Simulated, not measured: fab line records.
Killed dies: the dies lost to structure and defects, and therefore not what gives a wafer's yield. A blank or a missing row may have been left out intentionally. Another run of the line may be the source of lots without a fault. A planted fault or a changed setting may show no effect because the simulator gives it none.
Matching of chambers || flow gf180mcu || pecvd-01 running GF_V3_CVD_02: 3 sister chambers
The step deposits SiO2 from TEOS, target thk 850 nm, time 94.851 s. 6 wafers are shown with their chamber, then 11 later ones without.

WAFERS WITH THEIR CHAMBER
{"wafer": "L090.5", "chamber": 0, "heater_power_w (W)": 672}
{"wafer": "L090.6", "chamber": 1, "heater_power_w (W)": 492}
{"wafer": "L091.1", "chamber": 2, "heater_power_w (W)": 667}
{"wafer": "L091.2", "chamber": 1, "heater_power_w (W)": 614}
{"wafer": "L091.3", "chamber": 0, "heater_power_w (W)": 528}
{"wafer": "L091.4", "chamber": 2, "heater_power_w (W)": 531}

WAFERS MISSING THEIR CHAMBER
{"wafer": "L091.5", "heater_power_w (W)": 601}
{"wafer": "L091.6", "heater_power_w (W)": 498}
{"wafer": "L092.1", "heater_power_w (W)": 613}
{"wafer": "L092.2", "heater_power_w (W)": 644}
{"wafer": "L092.4", "heater_power_w (W)": 632}
{"wafer": "L096.1", "heater_power_w (W)": 514}
{"wafer": "L096.2", "heater_power_w (W)": 638}
{"wafer": "L096.5", "heater_power_w (W)": 656}
{"wafer": "L097.1", "heater_power_w (W)": 619}
{"wafer": "L097.3", "heater_power_w (W)": 595}
{"wafer": "L097.6", "heater_power_w (W)": 646}

THE CHAMBER EACH PASSED THROUGH
{"wafer": "L091.5", "from the rows above": "can't be placed: 0 or 2 or 1", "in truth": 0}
{"wafer": "L091.6", "from the rows above": "can't be placed: 1 or 2 or 0", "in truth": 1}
{"wafer": "L092.1", "from the rows above": "can't be placed: 0 or 2 or 1", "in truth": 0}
{"wafer": "L092.2", "from the rows above": "can't be placed: 0 or 2 or 1", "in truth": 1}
{"wafer": "L092.4", "from the rows above": "can't be placed: 0 or 2 or 1", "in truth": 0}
{"wafer": "L096.1", "from the rows above": "can't be placed: 1 or 2 or 0", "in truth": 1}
{"wafer": "L096.2", "from the rows above": "can't be placed: 0 or 2 or 1", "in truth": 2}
{"wafer": "L096.5", "from the rows above": "can't be placed: 0 or 2 or 1", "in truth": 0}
{"wafer": "L097.1", "from the rows above": "can't be placed: 0 or 2 or 1", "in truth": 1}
{"wafer": "L097.3", "from the rows above": "can't be placed: 2 or 0 or 1", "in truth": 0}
{"wafer": "L097.6", "from the rows above": "can't be placed: 0 or 2 or 1", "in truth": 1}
Correct placement for 0 of the 11. Unplaceable from these rows: 11, with the true chamber sitting among the candidates in 11. Number placed wrongly: 0.
How it was worked out, from the rows above alone: a wafer's distance from a chamber is the root of the sum, over the readings, of the square of ((its reading less the chamber's mean) divided by the reading's scatter). If the next closest chamber is less than 2 further off than the closest, the wafer can't be placed; otherwise it belongs to the closest. The mean given for a chamber averages the wafers shown for that chamber. The scatter: take each reading less its chamber's mean, square it, sum over the shown wafers, divide by the number of wafers less the number of chambers, and take the root.
